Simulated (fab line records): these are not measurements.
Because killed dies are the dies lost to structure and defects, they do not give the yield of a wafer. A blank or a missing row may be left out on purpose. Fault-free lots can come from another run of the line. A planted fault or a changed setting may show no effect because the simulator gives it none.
What tool caused it? :: flow sky130 :: 42 wafers from 14 lots sampled at 5 of the route's 708 steps

## WHAT THE GAUGES READ, wafer by wafer
SKY_VIA2_RS_MEAS_22: the measuring method here is four-point-probe.
lot: L292
measured: day 36 19:44
on: film_metro-04
VIA2_W_RS (ohm/sq): 0.275 0.276 0.276

lot: L293
measured: day 36 23:46
on: film_metro-03
VIA2_W_RS (ohm/sq): 0.277 0.276 0.276

lot: L294
measured: day 37 00:38
on: film_metro-03
VIA2_W_RS (ohm/sq): 0.266 0.269 0.269

lot: L297
measured: day 38 07:02
on: film_metro-01
VIA2_W_RS (ohm/sq): 0.267 0.274 0.265

lot: L298
measured: day 38 19:02
on: film_metro-04
VIA2_W_RS (ohm/sq): 0.273 0.269 0.270

lot: L302
measured: day 39 17:52
on: film_metro-04
VIA2_W_RS (ohm/sq): 0.281 0.270 0.275

lot: L303
measured: day 39 22:59
on: film_metro-01
VIA2_W_RS (ohm/sq): 58.523 59.242 59.514

lot: L304
measured: day 40 08:27
on: film_metro-01
VIA2_W_RS (ohm/sq): 58.368 56.990 57.428

lot: L305
measured: day 40 14:10
on: film_metro-01
VIA2_W_RS (ohm/sq): 0.276 0.272 0.268

lot: L306
measured: day 40 23:03
on: film_metro-04
VIA2_W_RS (ohm/sq): 0.274 0.271 0.275

lot: L308
measured: day 41 15:38
on: film_metro-04
VIA2_W_RS (ohm/sq): 0.274 0.282 0.272

lot: L309
measured: day 41 18:50
on: film_metro-01
VIA2_W_RS (ohm/sq): 0.273 0.270 0.269

lot: L311
measured: day 42 11:08
on: film_metro-01
VIA2_W_RS (ohm/sq): 0.273 0.273 0.273

lot: L314
measured: day 43 15:38
on: film_metro-03
VIA2_W_RS (ohm/sq): 0.265 0.271 0.268

SKY_VIA2_THK_MEAS_23: measures by xrf.
lot: L292
measured: day 36 19:50
on: film_metro-04
VIA2_W_THK (nm): 410 407 406

lot: L293
measured: day 36 23:53
on: film_metro-03
VIA2_W_THK (nm): 411 410 414

lot: L294
measured: day 37 00:45
on: film_metro-03
VIA2_W_THK (nm): 422 418 419

lot: L297
measured: day 38 07:08
on: film_metro-01
VIA2_W_THK (nm): 419 409 421

lot: L298
measured: day 38 19:08
on: film_metro-04
VIA2_W_THK (nm): 412 418 417

lot: L302
measured: day 39 17:59
on: film_metro-04
VIA2_W_THK (nm): 399 417 411

lot: L303
measured: day 39 23:05
on: film_metro-01
VIA2_W_THK (nm): <0 <0 -

lot: L304
measured: day 40 08:34
on: film_metro-01
VIA2_W_THK (nm): <0 <0 -

lot: L305
measured: day 40 14:16
on: film_metro-01
VIA2_W_THK (nm): 411 415 425

lot: L306
measured: day 40 23:09
on: film_metro-04
VIA2_W_THK (nm): 414 417 414

lot: L308
measured: day 41 15:45
on: film_metro-04
VIA2_W_THK (nm): 413 401 416

lot: L309
measured: day 41 18:57
on: film_metro-01
VIA2_W_THK (nm): 419 424 426

lot: L311
measured: day 42 11:15
on: film_metro-01
VIA2_W_THK (nm): 415 415 416

lot: L314
measured: day 43 15:46
on: film_metro-03
VIA2_W_THK (nm): 430 419 427

## EACH LOT AND THE TOOL THAT RAN IT (in order: tool; ch and the chambers of the sampled wafers; start)
lot: L292
SKY_METAL2_DESCUM_17: rie_metal-02 ch 0,1, day 35 15:29
SKY_VIA2_ETCH_14: rie_diel-01 ch 0,1,2, day 36 18:49
SKY_VIA2_CVD_21: cvd_w-02 ch 0, day 36 19:34

lot: L293
SKY_METAL2_DESCUM_17: rie_metal-04 ch 0,1, day 35 19:40
SKY_VIA2_ETCH_14: rie_diel-01 ch 1,2, day 36 22:50
SKY_VIA2_CVD_21: cvd_w-02 ch 0,1, day 36 23:38

lot: L294
SKY_METAL2_DESCUM_17: rie_metal-02 ch 0, day 35 20:55
SKY_VIA2_ETCH_14: rie_diel-04 ch 0,3, day 36 23:41
SKY_VIA2_CVD_21: cvd_w-01 ch 0, day 37 00:29

lot: L297
SKY_METAL2_DESCUM_17: rie_metal-03 ch 0,1, day 37 03:24
SKY_VIA2_ETCH_14: rie_diel-02 ch 0,1, day 38 06:07
SKY_VIA2_CVD_21: cvd_w-02 ch 0,1, day 38 06:55

lot: L298
SKY_METAL2_DESCUM_17: rie_metal-04 ch 0,1, day 37 15:48
SKY_VIA2_ETCH_14: rie_diel-02 ch 1,3, day 38 18:06
SKY_VIA2_CVD_21: cvd_w-01 ch 0,1, day 38 18:54

lot: L302
SKY_METAL2_DESCUM_17: rie_metal-04 ch 0,1, day 38 14:22
SKY_VIA2_ETCH_14: rie_diel-01 ch 0,1,3, day 39 16:53
SKY_VIA2_CVD_21: cvd_w-02 ch 0,1, day 39 17:44

lot: L303
SKY_METAL2_DESCUM_17: rie_metal-04 ch 0, day 38 19:31
SKY_VIA2_ETCH_14: rie_diel-02 ch 0,3, day 39 22:03
SKY_VIA2_CVD_21: cvd_w-02 ch 0,1, day 39 22:51

lot: L304
SKY_METAL2_DESCUM_17: rie_metal-02 ch 0,1, day 39 05:38
SKY_VIA2_ETCH_14: rie_diel-01 ch 0,1,2, day 40 07:29
SKY_VIA2_CVD_21: cvd_w-01 ch 0,1, day 40 08:19

lot: L305
SKY_METAL2_DESCUM_17: rie_metal-04 ch 0, day 39 11:43
SKY_VIA2_ETCH_14: rie_diel-02 ch 0,1,2, day 40 13:12
SKY_VIA2_CVD_21: cvd_w-02 ch 0,1, day 40 14:00

lot: L306
SKY_METAL2_DESCUM_17: rie_metal-02 ch 0,1, day 39 19:09
SKY_VIA2_ETCH_14: rie_diel-02 ch 0,2,3, day 40 21:41
SKY_VIA2_CVD_21: cvd_w-01 ch 0,1, day 40 22:56

lot: L308
SKY_METAL2_DESCUM_17: rie_metal-04 ch 0, day 40 13:41
SKY_VIA2_ETCH_14: rie_diel-01 ch 0,1,3, day 41 14:41
SKY_VIA2_CVD_21: cvd_w-02 ch 0,1, day 41 15:29

lot: L309
SKY_METAL2_DESCUM_17: rie_metal-03 ch 0, day 40 16:11
SKY_VIA2_ETCH_14: rie_diel-01 ch 1,2, day 41 17:54
SKY_VIA2_CVD_21: cvd_w-02 ch 0,1, day 41 18:41

lot: L311
SKY_METAL2_DESCUM_17: rie_metal-04 ch 0, day 41 08:05
SKY_VIA2_ETCH_14: rie_diel-04 ch 0,1,3, day 42 09:50
SKY_VIA2_CVD_21: cvd_w-02 ch 0,1, day 42 11:00

lot: L314
SKY_METAL2_DESCUM_17: rie_metal-04 ch 0, day 42 14:20
SKY_VIA2_ETCH_14: rie_diel-02 ch 1,2,3, day 43 14:45
SKY_VIA2_CVD_21: cvd_w-02 ch 0,1, day 43 15:31
- SKY_METAL2_DESCUM_17: chemistry O2, time 8 s.
- SKY_VIA2_ETCH_14: etches BARC in N2/H2, stops on SiO2, time 45.9 s, target depth 60 nm.
- SKY_VIA2_CVD_21: deposits W, target thk 420 nm, time 126.4 s.

## WHAT THE TOOLS THEMSELVES READ (means of the sampled wafers that have a number; where no wafer has one, the mark that the record gives instead)
SKY_METAL2_DESCUM_17.
lot: L292
tool: rie_metal-02
chamber_pressure_mTorr (mTorr): 9.993
drypump_motor_current_A (A): 5.55
oes_product_au (a.u.): 1.000

lot: L293
tool: rie_metal-04
chamber_pressure_mTorr (mTorr): 9.996
drypump_motor_current_A (A): 5.80
oes_product_au (a.u.): 0.991

lot: L294
tool: rie_metal-02
chamber_pressure_mTorr (mTorr): 9.984
drypump_motor_current_A (A): 5.52
oes_product_au (a.u.): 0.993

lot: L297
tool: rie_metal-03
chamber_pressure_mTorr (mTorr): 9.997
drypump_motor_current_A (A): 6.05
oes_product_au (a.u.): 0.998

lot: L298
tool: rie_metal-04
chamber_pressure_mTorr (mTorr): 9.999
drypump_motor_current_A (A): 5.66
oes_product_au (a.u.): 0.999

lot: L302
tool: rie_metal-04
chamber_pressure_mTorr (mTorr): 10.011
drypump_motor_current_A (A): 5.69
oes_product_au (a.u.): 0.996

lot: L303
tool: rie_metal-04
chamber_pressure_mTorr (mTorr): 9.997
drypump_motor_current_A (A): 5.56
oes_product_au (a.u.): 1.006

lot: L304
tool: rie_metal-02
chamber_pressure_mTorr (mTorr): 10.005
drypump_motor_current_A (A): 5.61
oes_product_au (a.u.): 0.990

lot: L305
tool: rie_metal-04
chamber_pressure_mTorr (mTorr): 9.990
drypump_motor_current_A (A): 5.57
oes_product_au (a.u.): 1.001

lot: L306
tool: rie_metal-02
chamber_pressure_mTorr (mTorr): 9.996
drypump_motor_current_A (A): 5.60
oes_product_au (a.u.): 0.986

lot: L308
tool: rie_metal-04
chamber_pressure_mTorr (mTorr): 10.003
drypump_motor_current_A (A): 5.56
oes_product_au (a.u.): 1.015

lot: L309
tool: rie_metal-03
chamber_pressure_mTorr (mTorr): 9.992
drypump_motor_current_A (A): 6.06
oes_product_au (a.u.): 0.996

lot: L311
tool: rie_metal-04
chamber_pressure_mTorr (mTorr): 10.000
drypump_motor_current_A (A): 5.55
oes_product_au (a.u.): 1.008

lot: L314
tool: rie_metal-04
chamber_pressure_mTorr (mTorr): 9.993
drypump_motor_current_A (A): 5.57
oes_product_au (a.u.): 1.006

SKY_VIA2_ETCH_14.
lot: L292
tool: rie_diel-01
chamber_pressure_mTorr (mTorr): 29.984
drypump_motor_current_A (A): 5.74
oes_product_au (a.u.): 0.852
throttle_valve_pct (%): 13.226

lot: L293
tool: rie_diel-01
chamber_pressure_mTorr (mTorr): 30.017
drypump_motor_current_A (A): 5.98
oes_product_au (a.u.): 0.856
throttle_valve_pct (%): 13.215

lot: L294
tool: rie_diel-04
chamber_pressure_mTorr (mTorr): 30.003
drypump_motor_current_A (A): 5.50
oes_product_au (a.u.): 0.853
throttle_valve_pct (%): 13.217

lot: L297
tool: rie_diel-02
chamber_pressure_mTorr (mTorr): 30.011
drypump_motor_current_A (A): 6.10
oes_product_au (a.u.): 0.853
throttle_valve_pct (%): 13.222

lot: L298
tool: rie_diel-02
chamber_pressure_mTorr (mTorr): 29.987
drypump_motor_current_A (A): 5.72
oes_product_au (a.u.): 0.854
throttle_valve_pct (%): 13.229

lot: L302
tool: rie_diel-01
chamber_pressure_mTorr (mTorr): 30.008
drypump_motor_current_A (A): 5.93
oes_product_au (a.u.): 0.856
throttle_valve_pct (%): 13.229

lot: L303
tool: rie_diel-02
chamber_pressure_mTorr (mTorr): 30.024
drypump_motor_current_A (A): 5.60
oes_product_au (a.u.): 0.858
throttle_valve_pct (%): 13.225

lot: L304
tool: rie_diel-01
chamber_pressure_mTorr (mTorr): 29.984
drypump_motor_current_A (A): 5.74
oes_product_au (a.u.): 0.855
throttle_valve_pct (%): 13.227

lot: L305
tool: rie_diel-02
chamber_pressure_mTorr (mTorr): 29.986
drypump_motor_current_A (A): 5.97
oes_product_au (a.u.): 0.856
throttle_valve_pct (%): 13.226

lot: L306
tool: rie_diel-02
chamber_pressure_mTorr (mTorr): 30.005
drypump_motor_current_A (A): 5.77
oes_product_au (a.u.): 0.860
throttle_valve_pct (%): 13.224

lot: L308
tool: rie_diel-01
chamber_pressure_mTorr (mTorr): 30.020
drypump_motor_current_A (A): 5.93
oes_product_au (a.u.): 0.857
throttle_valve_pct (%): 13.220

lot: L309
tool: rie_diel-01
chamber_pressure_mTorr (mTorr): 29.997
drypump_motor_current_A (A): 6.01
oes_product_au (a.u.): 0.857
throttle_valve_pct (%): 13.232

lot: L311
tool: rie_diel-04
chamber_pressure_mTorr (mTorr): 29.991
drypump_motor_current_A (A): 5.59
oes_product_au (a.u.): 0.857
throttle_valve_pct (%): 13.223

lot: L314
tool: rie_diel-02
chamber_pressure_mTorr (mTorr): 29.983
drypump_motor_current_A (A): 5.68
oes_product_au (a.u.): 0.856
throttle_valve_pct (%): 13.223

SKY_VIA2_CVD_21.
lot: L292
tool: cvd_w-02
chamber_pressure_Torr (Torr): 40.03
heater_power_outer_w (W): 475
heater_power_w (W): 831

lot: L293
tool: cvd_w-02
chamber_pressure_Torr (Torr): 39.98
heater_power_outer_w (W): 495
heater_power_w (W): 856

lot: L294
tool: cvd_w-01
chamber_pressure_Torr (Torr): 40.06
heater_power_outer_w (W): 539
heater_power_w (W): 939

lot: L297
tool: cvd_w-02
chamber_pressure_Torr (Torr): 40.04
heater_power_outer_w (W): 502
heater_power_w (W): 879

lot: L298
tool: cvd_w-01
chamber_pressure_Torr (Torr): 40.02
heater_power_outer_w (W): 498
heater_power_w (W): 853

lot: L302
tool: cvd_w-02
chamber_pressure_Torr (Torr): 40.01
heater_power_outer_w (W): 475
heater_power_w (W): 845

lot: L303
tool: cvd_w-02
chamber_pressure_Torr (Torr): -
heater_power_outer_w (W): -
heater_power_w (W): -

lot: L304
tool: cvd_w-01
chamber_pressure_Torr (Torr): -
heater_power_outer_w (W): -
heater_power_w (W): -

lot: L305
tool: cvd_w-02
chamber_pressure_Torr (Torr): 39.99
heater_power_outer_w (W): 463
heater_power_w (W): 841

lot: L306
tool: cvd_w-01
chamber_pressure_Torr (Torr): 39.98
heater_power_outer_w (W): 535
heater_power_w (W): 908

lot: L308
tool: cvd_w-02
chamber_pressure_Torr (Torr): 40.02
heater_power_outer_w (W): 470
heater_power_w (W): 838

lot: L309
tool: cvd_w-02
chamber_pressure_Torr (Torr): 40.05
heater_power_outer_w (W): 462
heater_power_w (W): 828

lot: L311
tool: cvd_w-02
chamber_pressure_Torr (Torr): 40.01
heater_power_outer_w (W): 459
heater_power_w (W): 825

lot: L314
tool: cvd_w-02
chamber_pressure_Torr (Torr): 40.03
heater_power_outer_w (W): 473
heater_power_w (W): 839

## THE ANSWER, worked out from the rows above alone
Rule: the usual values come from the lots themselves. Put in order of their means at a reading, lots are off if they are a third of the lots or fewer, leave a main group of 4 or more, and stand apart from it by a gap of 3 or more times the standard deviation of the main group's means; of several such gaps the widest counts. If all means in a main group match to the digits the tables above print for the reading, that group is not used. A lot without any number at a reading at which 4 lots or more have one is off too. The other lots that the step has rows for count as sound. After the gauges, taken in route order, come the tools' own readings; for these a lot's mean is taken, as printed above. At the first step where some lot is off, the reading lying furthest off is the one used; lots without a number count as furthest.
Off: at SKY_VIA2_RS_MEAS_22 (VIA2_W_RS), L303, L304. Mean 0.272 ohm/sq and standard deviation 0.003 in the main group.
If a tool, at a process step before that reading, ran all the lots that are off and no sound lot after the first of them, it fits. The gauges at SKY_VIA2_RS_MEAS_22 aren't tried: what is off there is off at SKY_VIA2_CVD_21 too, on other tools, and a gauge's error can't cause that. Of those tried, none fits.

## WHAT WAS PUT IN BY THE SIMULATOR
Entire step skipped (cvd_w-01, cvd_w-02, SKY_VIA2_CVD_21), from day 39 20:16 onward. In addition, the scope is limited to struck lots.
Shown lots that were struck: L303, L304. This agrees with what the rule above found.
